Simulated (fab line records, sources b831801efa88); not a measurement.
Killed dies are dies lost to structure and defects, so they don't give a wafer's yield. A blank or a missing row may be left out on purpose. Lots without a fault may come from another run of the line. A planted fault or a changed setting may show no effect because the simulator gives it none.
fab line records | flow gf180mcu
record lots=5 wafers=15 last_day=33
route steps=602 shown M4@456 V4@476
lots that met no fault: from a run of the same line without faults
start_h: hours from the record's first day to the start of the lot's first wafer shown | wait_h: hours since the lot's step before | " the same as in the row above | L1.1+2: a row that stands for several wafers | - no value, or no start given | * or withheld: withheld | < > ~ a bound
route shown NAME@n: a module of which the file shows steps, and the number in the route of the first | usual: mean/standard deviation of fault-free wafers | same: alike in all rows | chamber/n: place in a boat | sites: the reading at each site | _std_site: their standard deviation | _edge_site: outer sites' mean less inner sites' | radius_mm: how far each site lies from the wafer's centre | mask NAME#n: copy n | behind: the tool/chamber that last shaped the wafer | hold: why the lot was held/for how many hours/how that ended | device: the transistor (n, p or np) that didn't switch | end of line: the same wafers' tests at the end of the route | a step without rows: its recipe alone | killed: dies lost to structure and defects at the first sort, not the wafer's yield | map: a wafer's dies, x killed, . not, _ none there
set.NAME: the setting as run; set.NAME@STEP: as run at that earlier step | model.NAME: the simulator's own value behind a step, which no gauge read
lots at some steps of the route; a table a step, a row a wafer
services: from which hour (start_h, from the record's first day; less than 0 if before it) a tool's chamber was out of use, for how many hours, and why
## steps
# step GF_M4_SPUTTER_00
# recipe material=Ti target_thk_nm=37.5 arriving_ion_energy_ev=80 substrate_temp_c=200 chamber_pressure_pa=2 power_w=4000 time_s=150
# usual cathode_dc_power_W=4000.0/0.75 chamber_pressure_pa=2.000/0.0041 throttle_valve_pct=29.7/0.91
# same time_s=150
# columns lot.wafer tool chamber start_h wait_h cathode_dc_power_W chamber_pressure_pa throttle_valve_pct
L074.1 pvd_sputter-03 - 528.16 0.1 4000.1 2.003 30.3
L074.3 " - " " 4000.1 2.004 28.6
L074.4 " - " " 3999.9 2.006 30.3
L082.1 pvd_sputter-01 - 584.07 0.1 4000.2 1.996 30.0
L082.2 " - " " 4000.4 1.999 30.2
L082.5 " - " " 4000.0 1.997 30.9
L084.4 pvd_sputter-04 - 593.42 0.2 4000.1 2.001 30.2
L084.5 " - " " 3999.8 1.997 30.6
L084.6 " - " " 3998.3 1.996 30.4
L089.2 pvd_sputter-04 - 636.51 0.2 4000.7 2.002 28.9
L089.3 " - " " 3999.0 2.001 27.8
L089.4 " - " " 3999.5 2.000 30.1
L093.2 pvd_sputter-03 - 666.27 0.2 3999.3 1.996 29.7
L093.4 " - " " 4000.2 2.005 30.2
L093.6 " - " " 4001.6 2.003 28.6
# step GF_M4_SPUTTER_01
# recipe material=TiN target_thk_nm=30 power_w=6500 time_s=25 chamber_pressure_pa=0.4
# usual cathode_dc_power_W=6500.1/1.2 chamber_pressure_pa=0.4002/0.00072 throttle_valve_pct=29.7/0.91
# same time_s=25
# columns lot.wafer tool chamber start_h wait_h cathode_dc_power_W chamber_pressure_pa throttle_valve_pct
L074.1 pvd_sputter-03 - 528.26 0.1 6500.6 0.4011 30.5
L074.3 " - " " 6500.0 0.3999 28.4
L074.4 " - " " 6499.5 0.3993 30.2
L082.1 pvd_sputter-01 - 584.17 0.1 6500.0 0.4008 29.8
L082.2 " - " " 6500.3 0.4003 30.2
L082.5 " - " " 6498.9 0.4014 30.8
L084.4 pvd_sputter-04 - 593.52 0.1 6497.8 0.3989 30.3
L084.5 " - " " 6501.6 0.4000 30.8
L084.6 " - " " 6499.8 0.4007 30.2
L089.2 pvd_sputter-04 - 636.61 0.1 6500.2 0.4009 28.8
L089.3 " - " " 6499.1 0.3983 27.8
L089.4 " - " " 6502.2 0.4007 30.2
L093.2 pvd_sputter-03 - 666.37 0.1 6500.6 0.3997 29.5
L093.4 " - " " 6501.0 0.4022 30.3
L093.6 " - " " 6498.9 0.3987 28.3
# step GF_M4_SPUTTER_02
# recipe material=AlCu target_thk_nm=450 power_w=10600 time_s=23.9 chamber_pressure_pa=0.4
# usual cathode_dc_power_W=10600/2 chamber_pressure_pa=0.4000/0.00088 throttle_valve_pct=29.7/0.91
# same time_s=23.9
# columns lot.wafer tool chamber start_h wait_h cathode_dc_power_W chamber_pressure_pa throttle_valve_pct
L074.1 pvd_sputter-03 - 528.29 0.0 10599 0.4014 30.4
L074.3 " - " " 10601 0.3998 28.6
L074.4 " - " " 10600 0.3998 30.2
L082.1 pvd_sputter-01 - 584.20 0.0 10602 0.4009 29.8
L082.2 " - " " 10599 0.3994 29.8
L082.5 " - " " 10598 0.4005 30.8
L084.4 pvd_sputter-04 - 593.55 0.0 10596 0.4013 30.2
L084.5 " - " " 10598 0.4005 30.5
L084.6 " - " " 10599 0.3996 30.2
L089.2 pvd_sputter-04 - 636.64 0.0 10604 0.4002 28.7
L089.3 " - " " 10599 0.4011 28.1
L089.4 " - " " 10599 0.3989 30.3
L093.2 pvd_sputter-03 - 666.40 0.0 10598 0.4000 29.4
L093.4 " - " " 10598 0.4000 30.4
L093.6 " - " " 10601 0.3993 28.4
# step GF_M4_SPUTTER_03
# recipe material=Ti target_thk_nm=10 substrate_temp_c=300 chamber_pressure_pa=0.3 power_w=3000 time_s=6.7
# usual cathode_dc_power_W=3000.0/0.49 chamber_pressure_pa=0.3000/0.00056 throttle_valve_pct=29.7/0.9
# same time_s=6.7
# columns lot.wafer tool chamber start_h wait_h cathode_dc_power_W chamber_pressure_pa throttle_valve_pct
L074.1 pvd_sputter-03 - 528.32 0.0 3000.0 0.3005 30.4
L074.3 " - " " 3000.5 0.3003 28.3
L074.4 " - " " 3000.3 0.3007 30.5
L082.1 pvd_sputter-01 - 584.23 0.0 3000.2 0.2993 30.1
L082.2 " - " " 3000.0 0.3005 30.1
L082.5 " - " " 3000.2 0.2999 30.6
L084.4 pvd_sputter-04 - 593.58 0.0 2999.2 0.2995 30.1
L084.5 " - " " 3000.1 0.3007 30.7
L084.6 " - " " 2999.8 0.3004 30.4
L089.2 pvd_sputter-04 - 636.67 0.0 2999.5 0.2997 28.7
L089.3 " - " " 2999.9 0.2988 28.0
L089.4 " - " " 3000.1 0.3002 30.4
L093.2 pvd_sputter-03 - 666.43 0.0 3000.0 0.3004 29.7
L093.4 " - " " 2999.8 0.3001 30.3
L093.6 " - " " 2999.9 0.3015 28.8
# step GF_M4_SPUTTER_04
# recipe material=TiN target_thk_nm=50 power_w=6500 time_s=39.7 chamber_pressure_pa=0.4
# usual cathode_dc_power_W=6500.0/1.2 chamber_pressure_pa=0.4000/0.00077 throttle_valve_pct=29.7/0.92
# same time_s=39.7
# columns lot.wafer tool chamber start_h wait_h cathode_dc_power_W chamber_pressure_pa throttle_valve_pct
L074.1 pvd_sputter-03 - 528.34 0.0 6500.7 0.3992 30.5
L074.3 " - " " 6501.1 0.3996 28.6
L074.4 " - " " 6498.8 0.4002 30.4
L082.1 pvd_sputter-01 - 584.25 0.0 6500.6 0.4007 30.2
L082.2 " - " " 6497.1 0.4013 30.3
L082.5 " - " " 6500.4 0.4002 30.6
L084.4 pvd_sputter-04 - 593.60 0.0 6500.4 0.4006 30.5
L084.5 " - " " 6501.6 0.3985 31.0
L084.6 " - " " 6500.5 0.4012 30.3
L089.2 pvd_sputter-04 - 636.69 0.0 6499.6 0.4002 29.1
L089.3 " - " " 6499.5 0.3994 27.7
L089.4 " - " " 6502.0 0.3995 30.0
L093.2 pvd_sputter-03 - 666.45 0.0 6502.0 0.3997 29.5
L093.4 " - " " 6497.7 0.3985 30.5
L093.6 " - " " 6503.0 0.3999 28.6
# step GF_M4_RS_MEAS_05
# recipe thk_meas_gauge=four-point-probe reads=TiN_of_M4_SPUTTER_04+Ti_of_M4_SPUTTER_03+AlCu_of_M4_SPUTTER_02+TiN_of_M4_SPUTTER_01+Ti_of_M4_SPUTTER_00
# usual M4_ALCU_RS=0.0691/0.00075
# columns lot.wafer tool chamber start_h wait_h M4_ALCU_RS[ohm/sq]
L074.1 film_metro-03 - 528.38 0.0 0.0686
L074.3 " - " " 0.0683
L074.4 " - " " 0.0679
L082.1 film_metro-04 - 584.29 0.0 0.0688
L082.2 " - " " 0.0693
L082.5 " - " " 0.0691
L084.4 film_metro-03 - 593.70 0.1 0.0687
L084.5 " - " " 0.0699
L084.6 " - " " 0.0689
L089.2 film_metro-04 - 636.75 0.0 0.0698
L089.3 " - " " 0.0704
L089.4 " - " " 0.0691
L093.2 film_metro-04 - 666.51 0.0 0.0698
L093.4 " - " " 0.0689
L093.6 " - " " 0.0691
# step GF_M4_THK_MEAS_06
# recipe thk_meas_gauge=xrf reads=AlCu_of_M4_SPUTTER_02
# usual M4_ALCU_THK=455/5.2
# columns lot.wafer tool chamber start_h wait_h M4_ALCU_THK[nm]
L074.1 film_metro-03 - 528.50 0.1 459
L074.3 " - " " 462
L074.4 " - " " 464
L082.1 film_metro-04 - 584.41 0.1 456
L082.2 " - " " 453
L082.5 " - " " 455
L084.4 film_metro-03 - 593.79 0.1 456
L084.5 " - " " 448
L084.6 " - " " 452
L089.2 film_metro-04 - 636.86 0.1 450
L089.3 " - " " 446
L089.4 " - " " 453
L093.2 film_metro-04 - 666.62 0.1 451
L093.4 " - " " 456
L093.6 " - " " 455
# step GF_M4_DEHYDRATE_07
# recipe temp_c=200 time_s=60
# same time_s=60
# columns lot.wafer tool chamber start_h wait_h
L074.1+3+4 litho_track-03 0 538.50 10.0
L082.1+2+5 litho_track-02 0 594.12 9.7
L084.4+5+6 litho_track-03 0 603.38 9.6
L089.2+3+4 litho_track-01 0 646.10 9.2
L093.2+4+6 litho_track-02 0 675.69 9.1
# step GF_M4_HMDS_08
# recipe prime_time_s=60 prime_temp_c=120
# columns lot.wafer tool chamber start_h wait_h
L074.1+3+4 litho_track-03 0 538.65 0.1
L082.1+2+5 litho_track-02 0 594.27 0.1
L084.4+5+6 litho_track-03 0 603.53 0.1
L089.2+3+4 litho_track-01 0 646.25 0.1
L093.2+4+6 litho_track-02 0 675.84 0.1
# step GF_M4_COAT_09
# recipe resist=KrF spin_rpm=withheld resist_thk_nm=1000
# columns lot.wafer tool chamber start_h wait_h
L074.1+3+4 litho_track-03 0 538.80 0.1
L082.1+2+5 litho_track-02 0 594.42 0.1
L084.4+5+6 litho_track-03 0 603.68 0.1
L089.2+3+4 litho_track-01 0 646.40 0.1
L093.2+4+6 litho_track-02 0 675.99 0.1
# step GF_M4_SOFTBAKE_10
# recipe temp_c=130 time_s=60 resist=KrF
# same time_s=60
# columns lot.wafer tool chamber start_h wait_h
L074.1+3+4 litho_track-03 0 538.95 0.1
L082.1+2+5 litho_track-02 0 594.57 0.1
L084.4+5+6 litho_track-03 0 603.83 0.1
L089.2+3+4 litho_track-01 0 646.55 0.1
L093.2+4+6 litho_track-02 0 676.14 0.1
# step GF_M4_EXPOSE_11
# recipe mask_id=Metal4 target_cd_nm=280 na=0.68 source_shape=conventional sigma_outer=0.6 dose_mj=28
# usual exposure_dose_mJ_cm2=27.979/0.028 reticle_temp_C=22.98/0.095
# columns lot.wafer tool chamber start_h wait_h mask exposure_dose_mJ_cm2 reticle_temp_C
L074.1 krf_scanner-02 0 - - Metal4#0 28.012 23.10
L074.3 " 0 " " Metal4#0 28.075 23.13
L074.4 " 0 " " Metal4#0 28.059 23.14
L082.1 krf_scanner-02 0 - - Metal4#0 28.010 23.08
L082.2 " 0 " " Metal4#0 27.976 22.93
L082.5 " 0 " " Metal4#0 28.005 23.10
L084.4 krf_scanner-01 0 - - Metal4#0 27.960 23.06
L084.5 " 0 " " Metal4#0 27.947 23.01
L084.6 " 0 " " Metal4#0 27.972 22.84
L089.2 krf_scanner-01 0 - - Metal4#0 27.976 22.88
L089.3 " 0 " " Metal4#0 27.990 22.90
L089.4 " 0 " " Metal4#0 28.002 23.03
L093.2 krf_scanner-02 0 - - Metal4#0 28.014 22.95
L093.4 " 0 " " Metal4#0 27.989 22.80
L093.6 " 0 " " Metal4#0 27.998 22.88
# step GF_M4_PEB_12
# recipe peb_temp_c=135 peb_time_s=90 resist=KrF
# columns lot.wafer tool chamber start_h wait_h
L074.1+3+4 litho_track-03 0 - -
L082.1+2+5 litho_track-02 0 - -
L084.4+5+6 litho_track-01 0 - -
L089.2+3+4 litho_track-01 0 - -
L093.2+4+6 litho_track-02 0 - -
# step GF_M4_DEVELOP_13
# recipe develop_time_s=60 dev_temp_c=21
# columns lot.wafer tool chamber start_h wait_h
L074.1+3+4 litho_track-03 0 550.05 0.2
L082.1+2+5 litho_track-02 0 605.12 0.2
L084.4+5+6 litho_track-01 0 613.95 0.1
L089.2+3+4 litho_track-01 0 656.25 0.2
L093.2+4+6 litho_track-02 0 684.59 0.2
# step GF_M4_CD_MEAS_14
# recipe target_cd_nm=280
# usual cd_nm=280.4/1.3
# columns lot.wafer tool chamber start_h wait_h cd_nm
L074.1 cd_sem-01 - 550.20 0.1 281.5
L074.3 " - " " 280.6
L074.4 " - " " 282.1
L082.1 cd_sem-02 - 605.27 0.1 284.3
L082.2 " - " " 283.4
L082.5 " - " " 283.2
L084.4 cd_sem-01 - 614.08 0.1 280.2
L084.5 " - " " 278.6
L084.6 " - " " 279.7
L089.2 cd_sem-01 - 656.39 0.1 277.9
L089.3 " - " " 277.7
L089.4 " - " " 278.0
L093.2 cd_sem-01 - 684.74 0.1 281.0
L093.4 " - " " 281.2
L093.6 " - " " 281.3
# step GF_M4_OVL_MEAS_15
# usual M4_OVL=1/4.4
# columns lot.wafer tool chamber start_h wait_h M4_OVL[nm]
L074.1 overlay-01 - 550.32 0.1 2
L074.3 " - " " 2
L074.4 " - " " 1
L082.1 overlay-01 - 605.39 0.1 -10
L082.2 " - " " 1
L082.5 " - " " -3
L084.4 overlay-01 - 614.16 0.1 -1
L084.5 " - " " -2
L084.6 " - " " 0
L089.2 overlay-02 - 656.50 0.1 4
L089.3 " - " " -1
L089.4 " - " " 3
L093.2 overlay-01 - 684.84 0.1 7
L093.4 " - " " 3
L093.6 " - " " 2
# step GF_M4_METAL_ETCH_16
# recipe chemistry=Cl2/BCl3 mask_material=KrF target_depth_nm=627.5 stop_on=SiO2 pressure_mtorr=8 icp_w=800 bias_w=140 Cl2_flow_sccm=80 bcl3_flow_sccm=40 time_s=104.6
# usual chamber_pressure_mTorr=7.999/0.0068 drypump_motor_current_A=5.5/0.44 oes_product_au=0.972/0.0069 throttle_valve_pct=28.250/0.011
# same time_s=104.6
# columns lot.wafer tool chamber start_h wait_h chamber_pressure_mTorr drypump_motor_current_A oes_product_au rf_hours_counter_h throttle_valve_pct
L074.1 rie_metal-02 0 550.36 0.0 8.000 5.8 0.971 8 28.249
L074.3 " 0 " " 8.003 5.8 0.979 - 28.228
L074.4 " 0 " " 7.998 5.8 0.979 - 28.232
L082.1 rie_metal-01 0 605.42 0.0 7.999 6.0 0.961 5 28.259
L082.2 " 0 " " 7.990 6.0 0.963 - 28.266
L082.5 " 0 " " 8.012 5.9 0.959 - 28.260
L084.4 rie_metal-01 0 614.29 0.1 7.997 6.0 0.971 - 28.241
L084.5 " 0 " " 8.005 5.9 0.962 - 28.273
L084.6 " 0 " " 7.993 6.0 0.969 - 28.247
L089.2 rie_metal-03 0 656.53 0.0 7.999 4.9 0.967 4 28.256
L089.3 " 1 " " 7.999 5.4 0.961 - 28.255
L089.4 " 0 " " 8.000 5.0 0.975 - 28.241
L093.2 rie_metal-03 1 684.87 0.0 7.997 5.5 0.966 13 28.259
L093.4 " 0 " " 8.010 4.9 0.978 - 28.243
L093.6 " 1 " " 7.996 5.5 0.972 - 28.245
# step GF_M4_STRIP_17
# recipe chemistry=O2/N2 power_w=1400 pressure_mtorr=1500 platen_temp_c=250 o2_flow_sccm=3000 n2_flow_sccm=300 overash_fraction=0.5
# usual chamber_pressure_mTorr=1500.2/1.4 drypump_motor_current_A=5.7/0.6 heater_power_w=333/25 oes_product_au=0.558/0.0055 strip_time_to_endpoint_s=7.87/0.049
# columns lot.wafer tool chamber start_h wait_h chamber_pressure_mTorr drypump_motor_current_A heater_power_w oes_product_au rf_hours_counter_h strip_time_to_endpoint_s
L074.1 plasma_asher-02 0 550.58 0.2 1499.7 5.4 326 0.554 103 7.84
L074.3 " 0 " " 1497.3 5.4 323 0.555 - 7.84
L074.4 " 1 " " 1499.9 5.5 326 0.569 - 7.91
L082.1 plasma_asher-02 1 605.65 0.2 1500.9 5.6 333 0.557 110 7.97
L082.2 " 0 " " 1499.9 5.4 336 0.560 110 7.97
L082.5 " 1 " " 1499.4 5.6 328 0.559 - 7.97
L084.4 plasma_asher-02 0 614.44 0.1 1500.2 5.5 328 0.552 - 7.94
L084.5 " 0 " " 1498.5 5.4 327 0.567 - 7.93
L084.6 " 1 " " 1498.4 5.6 320 0.565 - 7.91
L089.2 plasma_asher-03 0 656.64 0.1 1500.9 6.5 300 0.550 20 7.80
L089.3 " 0 " " 1501.8 6.5 292 0.558 - 7.88
L089.4 " 1 " " 1500.1 4.9 348 0.555 - 7.80
L093.2 plasma_asher-01 1 684.98 0.1 1500.7 6.4 387 0.560 90 7.86
L093.4 " 0 " " 1498.0 6.4 353 0.555 - 7.80
L093.6 " 1 " " 1500.7 6.4 387 0.552 - 7.84
# step GF_M4_STRIP_18
# recipe chemistry=post_etch_residue_remover time_s=1200 temp_c=72.5
# same time_s=1200
# columns lot.wafer tool chamber start_h wait_h
L074.1+3+4 wet_bench-04 2 550.68 0.1
L082.1+2+5 wet_bench-03 1 605.75 0.1
L084.4+5+6 wet_bench-02 3 614.51 0.0
L089.2+3+4 wet_bench-03 0 656.74 0.1
L093.2+4+6 wet_bench-02 1 685.08 0.1
# step GF_M4_CLEAN_19
# recipe chemistry=DIW dry=n2_spin
# columns lot.wafer tool chamber start_h wait_h
L074.1+3+4 wet_bench-02 3 551.02 0.0
L082.1+2+5 wet_bench-02 3 606.15 0.0
L084.4+5+6 wet_bench-03 0 614.85 0.0
L089.2+3+4 wet_bench-04 1 657.08 0.0
L093.2+4+6 wet_bench-03 3 685.43 0.0
# step GF_V4_CVD_00
# recipe material=SiO2 target_thk_nm=600 sigma_open_frac=0.3 temp_c=400 time_s=100 sih4_flow_sccm=60 pressure_mtorr=6
# same time_s=100
# columns lot.wafer tool chamber start_h wait_h
L074.1+3+4 hdpcvd-01 0,1,0 551.12 0.0
L082.1+2+5 hdpcvd-02 2,0,0 606.25 0.0
L084.4+5+6 hdpcvd-02 0,2,1 614.97 0.0
L089.2+3+4 hdpcvd-02 0,1,2 657.18 0.0
L093.2+4+6 hdpcvd-01 2,1,2 685.53 0.0
# step GF_V4_THK_MEAS_01
# recipe reads=SiO2_of_V4_CVD_00
# usual V4_CVD_00_THK=596/9.3
# columns lot.wafer tool chamber start_h wait_h V4_CVD_00_THK[nm]
L074.1 film_metro-03 - 551.19 0.0 603
L074.3 " - " " 585
L074.4 " - " " 604
L082.1 film_metro-01 - 606.32 0.0 579
L082.2 " - " " 580
L082.5 " - " " 580
L084.4 film_metro-01 - 615.04 0.0 594
L084.5 " - " " 599
L084.6 " - " " 606
L089.2 film_metro-02 - 657.29 0.1 581
L089.3 " - " " 599
L089.4 " - " " 587
L093.2 film_metro-01 - 685.61 0.0 602
L093.4 " - " " 589
L093.6 " - " " 605
# step GF_V4_CVD_02
# recipe material=SiO2 target_thk_nm=850 precursor=TEOS temp_c=400 time_s=94.851 rf_w=600
# usual heater_power_w=690/85
# same time_s=94.851
# columns lot.wafer tool chamber start_h wait_h heater_power_w
L074.1 pecvd-03 0 551.25 0.1 633
L074.3 " 1 " " 727
L074.4 " 1 " " 777
L082.1 pecvd-03 1 606.38 0.1 687
L082.2 " 0 " " 638
L082.5 " 1 " " 718
L084.4 pecvd-04 2 615.11 0.1 839
L084.5 " 0 " " 648
L084.6 " 1 " " 614
L089.2 pecvd-03 0 657.34 0.0 581
L089.3 " 1 " " 674
L089.4 " 0 " " 640
L093.2 pecvd-01 2 685.66 0.0 618
L093.4 " 0 " " 813
L093.6 " 2 " " 690
# step GF_V4_THK_MEAS_03
# recipe reads=SiO2_of_V4_CVD_02
# usual V4_CVD_02_THK=847/11
# columns lot.wafer tool chamber start_h wait_h V4_CVD_02_THK[nm]
L074.1 film_metro-02 - 551.32 0.0 840
L074.3 " - " " 842
L074.4 " - " " 855
L082.1 film_metro-03 - 606.45 0.0 838
L082.2 " - " " 844
L082.5 " - " " 850
L084.4 film_metro-02 - 615.17 0.0 859
L084.5 " - " " 854
L084.6 " - " " 858
L089.2 film_metro-02 - 657.42 0.0 834
L089.3 " - " " 825
L089.4 " - " " 848
L093.2 film_metro-03 - 685.74 0.0 838
L093.4 " - " " 848
L093.6 " - " " 865
# step GF_V4_CMP_04
# recipe material=SiO2 down_force_psi=4 platen_rpm=60 pad_velocity_m_s=0.94248
# usual motor_current_A=12.0/1.1 time_to_endpoint_s=82/6.7
# columns lot.wafer tool chamber start_h wait_h motor_current_A time_to_endpoint_s
L074.1 cmp-01 1 551.38 0.1 10.5 80
L074.4 " 2 " " 10.8 89
L074.3 " 0 " " 13.0 79
L082.1 cmp-02 3 606.51 0.1 12.1 78
L082.2 " 2 " " 11.9 82
L082.5 " 3 " " 11.9 83
L084.4 cmp-01 1 615.30 0.1 10.9 84
L084.5 " 3 " " 11.7 87
L084.6 " 0 " " 13.6 78
L089.3 cmp-02 1 657.60 0.2 13.8 73
L089.4 " 3 " " 12.4 84
L089.2 " 0 " " 10.8 81
L093.4 cmp-01 2 685.89 0.1 11.0 84
L093.2 " 3 " " 12.7 81
L093.6 " 0 " " 13.6 81
# step GF_V4_BOW_MEAS_05
# recipe mode=bow
# usual V4_BOW=135/9.1
# columns lot.wafer tool chamber start_h wait_h V4_BOW[um]
L074.1 film_metro-02 - 551.68 0.2 133
L074.3 " - " " 124
L074.4 " - " " 137
L082.1 film_metro-01 - 606.81 0.2 122
L082.2 " - " " 134
L082.5 " - " " 128
L084.4 film_metro-01 - 615.56 0.2 126
L084.5 " - " " 141
L084.6 " - " " 141
L089.2 film_metro-02 - 657.95 0.1 143
L089.3 " - " " 145
L089.4 " - " " 140
L093.2 film_metro-03 - 686.11 0.1 131
L093.4 " - " " 136
L093.6 " - " " 140
# step GF_V4_DEHYDRATE_06
# recipe temp_c=200 time_s=60
# same time_s=60
# columns lot.wafer tool chamber start_h wait_h
L074.1+3+4 litho_track-03 0 562.00 10.3
L082.1+2+5 litho_track-04 0 616.71 9.9
L084.4+5+6 litho_track-01 0 624.85 9.3
L089.2+3+4 litho_track-03 0 667.13 9.2
L093.2+4+6 litho_track-03 0 695.23 9.1
# step GF_V4_HMDS_07
# recipe prime_time_s=60 prime_temp_c=120
# columns lot.wafer tool chamber start_h wait_h
L074.1+3+4 litho_track-03 0 562.15 0.1
L082.1+2+5 litho_track-04 0 616.86 0.1
L084.4+5+6 litho_track-01 0 625.00 0.1
L089.2+3+4 litho_track-03 0 667.28 0.1
L093.2+4+6 litho_track-03 0 695.38 0.1
# step GF_V4_COAT_08
# recipe resist=BARC temp_c=withheld time_s=withheld spin_rpm=withheld resist_thk_nm=withheld
# columns lot.wafer tool chamber start_h wait_h
L074.1+3+4 litho_track-03 0 562.30 0.1
L082.1+2+5 litho_track-04 0 617.01 0.1
L084.4+5+6 litho_track-01 0 625.15 0.1
L089.2+3+4 litho_track-03 0 667.43 0.1
L093.2+4+6 litho_track-03 0 695.53 0.1
# step GF_V4_COAT_09
# recipe resist=KrF spin_rpm=withheld resist_thk_nm=1000
# columns lot.wafer tool chamber start_h wait_h
L074.1+3+4 litho_track-03 0 - -
L082.1+2+5 litho_track-04 0 - -
L084.4+5+6 litho_track-01 0 - -
L089.2+3+4 litho_track-03 0 - -
L093.2+4+6 litho_track-03 0 - -
# step GF_V4_SOFTBAKE_10
# recipe temp_c=130 time_s=62.57 resist=KrF
# usual plate_sensor_t_centre_C=131.02/0.0098 plate_sensor_t_edge_C=131.21/0.01
# same time_s=62.57
# columns lot.wafer tool chamber start_h wait_h plate_sensor_t_centre_C plate_sensor_t_edge_C
L074.1 litho_track-03 0 - - 131.01 131.23
L074.3 " 0 " " 131.01 131.22
L074.4 " 0 " " 131.03 131.21
L082.1 litho_track-04 0 - - 131.02 131.21
L082.2 " 0 " " 131.01 131.22
L082.5 " 0 " " 131.02 131.21
L084.4 litho_track-01 0 - - 131.03 131.2
L084.5 " 0 " " 131.03 131.21
L084.6 " 0 " " 131.01 131.2
L089.2 litho_track-03 0 - - 131.02 131.21
L089.3 " 0 " " 131.02 131.2
L089.4 " 0 " " 131.02 131.21
L093.2 litho_track-03 0 - - 131.01 131.21
L093.4 " 0 " " 131 131.21
L093.6 " 0 " " 131.02 131.23
# step GF_V4_EXPOSE_11
# recipe mask_id=Via4 target_cd_nm=260 na=0.68 source_shape=conventional sigma_outer=0.6 dose_mj=38
# usual exposure_dose_mJ_cm2=37.84/0.043 reticle_temp_C=23.01/0.093
# columns lot.wafer tool chamber start_h wait_h mask exposure_dose_mJ_cm2 reticle_temp_C
L074.1 krf_scanner-01 0 - - Via4#0 37.83 23.06
L074.3 " 0 " " Via4#0 37.83 23.11
L074.4 " 0 " " Via4#0 37.79 22.95
L082.1 krf_scanner-01 0 - - Via4#0 37.83 23.04
L082.2 " 0 " " Via4#0 37.83 23.04
L082.5 " 0 " " Via4#0 37.82 22.99
L084.4 krf_scanner-02 0 - - Via4#0 37.91 22.98
L084.5 " 0 " " Via4#0 37.87 23.18
L084.6 " 0 " " Via4#0 37.94 22.89
L089.2 krf_scanner-01 0 - - Via4#0 37.79 23.15
L089.3 " 0 " " Via4#0 37.81 22.82
L089.4 " 0 " " Via4#0 37.83 22.99
L093.2 krf_scanner-01 0 - - Via4#0 37.79 23.10
L093.4 " 0 " " Via4#0 37.81 23.06
L093.6 " 0 " " Via4#0 37.83 23.06
# step GF_V4_PEB_12
# recipe peb_temp_c=135 peb_time_s=90 resist=KrF
# columns lot.wafer tool chamber start_h wait_h
L074.1+3+4 litho_track-01 0 - -
L082.1+2+5 litho_track-01 0 - -
L084.4+5+6 litho_track-01 0 - -
L089.2+3+4 litho_track-04 0 - -
L093.2+4+6 litho_track-03 0 - -
# step GF_V4_DEVELOP_13
# recipe develop_time_s=60 resist=KrF dev_temp_c=21
# columns lot.wafer tool chamber start_h wait_h
L074.1+3+4 litho_track-01 0 573.18 0.2
L082.1+2+5 litho_track-01 0 627.87 0.2
L084.4+5+6 litho_track-01 0 635.25 0.1
L089.2+3+4 litho_track-04 0 677.33 0.2
L093.2+4+6 litho_track-03 0 704.73 0.2
# step GF_V4_CD_MEAS_14
# recipe target_cd_nm=260
# usual cd_nm=259.9/1.2
# columns lot.wafer tool chamber start_h wait_h cd_nm
L074.1 cd_sem-02 - 573.33 0.1 258.5
L074.3 " - " " 258.2
L074.4 " - " " 258.3
L082.1 cd_sem-01 - 628.02 0.1 259.4
L082.2 " - " " 259.1
L082.5 " - " " 258.8
L084.4 cd_sem-01 - 635.38 0.1 259.5
L084.5 " - " " 258.8
L084.6 " - " " 259.4
L089.2 cd_sem-02 - 677.48 0.1 257.4
L089.3 " - " " 259.6
L089.4 " - " " 258.9
L093.2 cd_sem-02 - 704.87 0.1 259.5
L093.4 " - " " 259.7
L093.6 " - " " 259.6
# step GF_V4_OVL_MEAS_15
# usual V4_OVL=-3/5
# columns lot.wafer tool chamber start_h wait_h V4_OVL[nm]
L074.1 overlay-01 - 573.45 0.1 1
L074.3 " - " " -5
L074.4 " - " " -2
L082.1 overlay-02 - 628.14 0.1 -7
L082.2 " - " " -10
L082.5 " - " " 1
L084.4 overlay-02 - 635.46 0.1 -6
L084.5 " - " " -8
L084.6 " - " " -1
L089.2 overlay-01 - 677.59 0.1 4
L089.3 " - " " -5
L089.4 " - " " 2
L093.2 overlay-02 - 704.98 0.1 5
L093.4 " - " " -4
L093.6 " - " " -2
# step GF_V4_ETCH_16
# recipe chemistry=N2/H2 target_depth_a=withheld overetch_a=withheld time_s=withheld target=BARC ion_energy_ev=200 source_w=500 bias_w=100 pressure_mtorr=30 n2_flow_sccm=100 h2_flow_sccm=200
# usual chamber_pressure_mTorr=29.999/0.027 drypump_motor_current_A=5.9/0.44 oes_product_au=0.855/0.0047 throttle_valve_pct=13.226/0.0094
# columns lot.wafer tool chamber start_h wait_h chamber_pressure_mTorr drypump_motor_current_A oes_product_au throttle_valve_pct
L074.1 rie_diel-04 3 573.48 0.0 30.013 5.6 0.859 13.231
L074.3 " 0 " " 30.015 5.2 0.858 13.224
L074.4 " 1 " " 30.003 6.3 0.862 13.221
L082.1 rie_diel-02 2 628.18 0.0 30.043 6.4 0.848 13.217
L082.2 " 1 " " 30.001 6.3 0.858 13.215
L082.5 " 1 " " 29.963 6.3 0.849 13.219
L084.4 rie_diel-03 1 635.48 0.0 30.018 5.6 0.856 13.223
L084.5 " 0 " " 30.012 6.5 0.857 13.226
L084.6 " 1 " " 29.987 5.6 0.858 13.231
L089.2 rie_diel-02 1 677.62 0.0 29.973 6.3 0.864 13.208
L089.3 " 0 " " 30.047 5.9 0.852 13.226
L089.4 " 2 " " 30.020 6.4 0.858 13.223
L093.2 rie_diel-03 0 705.01 0.0 29.975 6.5 0.858 13.234
L093.4 " 1 " " 30.020 5.6 0.852 13.218
L093.6 " 3 " " 29.990 6.0 0.859 13.230
## services
# columns tool chamber start_h hours kind
hdpcvd-02 - 507.40 0.5 repair
pvd_sputter-01 - 510.13 2.7 repair
krf_scanner-01 - 513.64 1.0 pm
rie_diel-03 0 515.14 3.0 repair
hdpcvd-02 - 521.64 2.8 pm
krf_scanner-01 - 527.29 0.8 pm
cmp-02 - 529.69 1.1 repair
hdpcvd-02 - 539.25 15.0 pm
pvd_sputter-03 - 544.95 1.1 repair
krf_scanner-02 - 561.47 1.3 pm
cmp-01 - 572.00 4.0 pm
cmp-01 - 588.73 1.0 repair
cmp-01 - 592.49 0.5 repair
krf_scanner-01 - 635.94 1.3 pm
krf_scanner-02 - 637.24 0.8 pm
pvd_sputter-03 - 646.24 2.2 repair
krf_scanner-02 - 655.89 1.0 pm
cmp-01 - 656.06 4.4 pm
cmp-01 - 674.23 1.1 repair
plasma_asher-02 - 682.10 9.3 repair
krf_scanner-01 - 682.64 1.0 pm
krf_scanner-02 - 694.53 4.0 pm
krf_scanner-01 - 698.55 0.8 pm
pvd_sputter-04 - 702.33 2.6 repair
## key
fault none
